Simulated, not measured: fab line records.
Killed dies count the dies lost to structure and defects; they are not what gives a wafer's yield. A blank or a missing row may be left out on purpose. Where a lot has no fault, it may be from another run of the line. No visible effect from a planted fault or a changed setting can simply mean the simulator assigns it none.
A lot that was struck, set against a sound lot | flow sky130 | 37 steps out of a route of 708
Sound: wafers L445.1, L445.2, L445.4. Wafers L448.1, L448.2, L448.3 were the ones struck. The cause is named last.
Order at every step that has rows: each side's tool, ch and its chambers, its first start. Under that, the readings that differ: sound wafers | struck wafers | difference of the means | sigmas: that difference in standard deviations of wafers without a fault.
alike: same words and numbers on both sides, and readings whose means sit less than 2 such deviations apart. not compared: any withheld reading, any reading some wafer has no value for, any bound like >300 that may hide the same value, and any number with overlapping values for which the record gives no deviation.
Wherever a step has rows on one side only, a row that says differs or no value, or a row with sigmas, the two part there. Numbers that don't overlap but have no deviation are shown without sigmas and don't part them. A reading missing from all wafers of one side parts the sides only when that side holds two or more wafers.

first, 10 steps without rows for these wafers: SKY_FIELD_ISO_DEHYDRATE_05 (time 60 s); SKY_FIELD_ISO_HMDS_06 (prime time 60 s); SKY_FIELD_ISO_COAT_07 (resist thk 60 nm); SKY_FIELD_ISO_COAT_08 (resist thk 450 nm); SKY_FIELD_ISO_SOFTBAKE_09 (time 90 s); SKY_FIELD_ISO_EXPOSE_10 (exposes mask FOM, target cd 150 nm); SKY_FIELD_ISO_PEB_11; SKY_FIELD_ISO_DEVELOP_12 (develop time 60 s); SKY_FIELD_ISO_ETCH_14 (etches BARC in N2/H2, stops on SiO2, time 45.9 s, target depth 60 nm); SKY_FIELD_ISO_ETCH_15 (etches the open film in CHF3/O2, stops on Si, target depth 180 nm, time 72 s).
SKY_FIELD_ISO_STRIP_16: strips in O2/N2.
  sound on plasma-asher-02 ch 0,1, day 3 13:23; struck on plasma-asher-02 ch 0,1, day 4 03:01
  alike: drypump-motor-current-A, oes-product-au, strip-time-to-endpoint-s
  not compared: rf-hours-counter-h
then, 25 steps without rows for these wafers: SKY_FIELD_ISO_ETCH_17 (etches Si in HBr/Cl2/O2, target depth 342 nm, time 97.7 s); SKY_FIELD_ISO_WET_ETCH_18 (etches Si3N4 in H3PO4, target depth 25 nm, time 286 s); SKY_FIELD_ISO_CLEAN_19 (cleans in SC1/SC2, time 150 s); SKY_FIELD_ISO_CLEAN_20 (cleans in dHF, time 20 s); SKY_FIELD_ISO_WET_ETCH_21 (etches SiO2 in dHF, target depth 20 nm, time 400 s); SKY_FIELD_ISO_OXIDATION_22 (stabilise 600 s, purge 300 s, target thk 10 nm); SKY_FIELD_ISO_CVD_24 (deposits SiO2, target thk 595 nm, time 99.2 s); SKY_FIELD_ISO_ANNEAL_26 (time 1800 s); SKY_FIELD_ISO_CMP_27 (polishes, stops on Si3N4, t overpolish 16 s, target thk 457.8 nm); SKY_FIELD_ISO_WET_ETCH_28 (etches SiO2 in dHF, target depth 23.7 nm, time 47 s); SKY_FIELD_ISO_WET_ETCH_29 (etches Si3N4 in H3PO4, target depth 160 nm, time 1825 s); SKY_FIELD_ISO_WET_ETCH_30 (etches SiO2 in dHF, target depth 25 nm, time 50 s); SKY_NWELL_CLEAN_00 (cleans in SC1/SC2, time 150 s); SKY_NWELL_OXIDATION_01 (stabilise 600 s, purge 300 s, target thk 10 nm); SKY_DNWELL_DEHYDRATE_00 (time 60 s); SKY_DNWELL_HMDS_01 (prime time 60 s); SKY_DNWELL_COAT_02 (resist thk 3000 nm); SKY_DNWELL_SOFTBAKE_03; SKY_DNWELL_EXPOSE_04 (exposes mask DNM, target cd 3000 nm); SKY_DNWELL_PEB_05; SKY_DNWELL_DEVELOP_06 (develop time 60 s); SKY_DNWELL_IMPLANT_07; SKY_DNWELL_STRIP_08 (strips in O2/N2); SKY_PWDE_DEHYDRATE_00 (time 60 s); SKY_PWDE_HMDS_01 (prime time 60 s).
-- the record jumps here: 44 days lie between the struck wafers' starts before and after (it left off in module PWDE and takes up again in module PAD_OPEN, whose first step shown is number 708 of the route) --
SKY_PAD_OPEN_PROBE_99:
  sound on prober-02 at day 46 21:08; struck on prober-01 at day 47 16:56
  reading             | sound    | struck      | difference | sigmas
  killed-at-front-end | 16 13 14 | 74 67 83    | +60        | +14
  killed-dies         | 89 94 78 | 148 127 142 | +52        | +6
  alike: killed_at_M0_to_M3, killed_at_M4_up, killed-at-contacts, killed-at-other, killed-open, killed-short

WHERE THEY PART
Only at SKY_PAD_OPEN_PROBE_99, within this record.

WHY: whatever the simulator had introduced
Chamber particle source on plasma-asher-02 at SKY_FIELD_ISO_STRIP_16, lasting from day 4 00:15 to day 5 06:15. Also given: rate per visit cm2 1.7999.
